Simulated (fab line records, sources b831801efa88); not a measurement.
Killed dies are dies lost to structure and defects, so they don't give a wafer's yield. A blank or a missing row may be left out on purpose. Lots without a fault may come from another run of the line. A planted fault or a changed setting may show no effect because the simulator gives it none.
Chamber matching | flow gf180mcu | GF_CONTACT_CMP_04 on cmp-01: 4 sister chambers
The step polishes SiO2. 8 wafers are shown with their chamber, then 7 later ones without.

WAFERS WITH THEIR CHAMBER
wafer  | chamber | time_to_endpoint_s (s) | motor_current_A (A)
L149.5 | 0       | 120                    | 12.7
L151.1 | 1       | 108                    | 13.6
L151.6 | 1       | 114                    | 13.3
L152.1 | 0       | 112                    | 12.9
L152.2 | 2       | 90                     | 13.2
L152.3 | 3       | 98                     | 12.5
L163.1 | 3       | 113                    | 13.0
L163.3 | 2       | 107                    | 12.7

WAFERS WITHOUT THEIR CHAMBER
wafer  | time_to_endpoint_s (s) | motor_current_A (A)
L163.4 | 123                    | 12.8
L164.2 | 101                    | 12.5
L164.5 | 105                    | 12.7
L164.6 | 111                    | 12.5
L168.3 | 95                     | 12.9
L168.4 | 111                    | 12.8
L168.5 | 115                    | 12.4

WHICH CHAMBER EACH WENT THROUGH
wafer  | from the rows above               | in truth
L163.4 | can't be placed: 0 or 3 or 1      | 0
L164.2 | can't be placed: 3 or 2 or 0      | 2
L164.5 | can't be placed: 3 or 2 or 0      | 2
L164.6 | can't be placed: 3 or 0 or 2      | 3
L168.3 | can't be placed: 2 or 3 or 0      | 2
L168.4 | can't be placed: 0 or 3 or 2 or 1 | 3
L168.5 | can't be placed: 0 or 3 or 2      | 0
Placed correctly: 0 of 7. Can't be placed from these rows: 7 (the true chamber is among the candidates in 7). Placed wrongly: 0.
How it was worked out, from the rows above alone: a wafer's distance from a chamber is the root of the sum, over the readings, of the square of ((its reading less the chamber's mean) divided by the reading's scatter). The wafer belongs to the nearest chamber; if the next one is less than 2 further off, it can't be placed. A chamber's mean is the mean of its shown wafers. The scatter: the root of (the sum of the squares of (reading less its chamber's mean) over the shown wafers, divided by (wafers less chambers)).
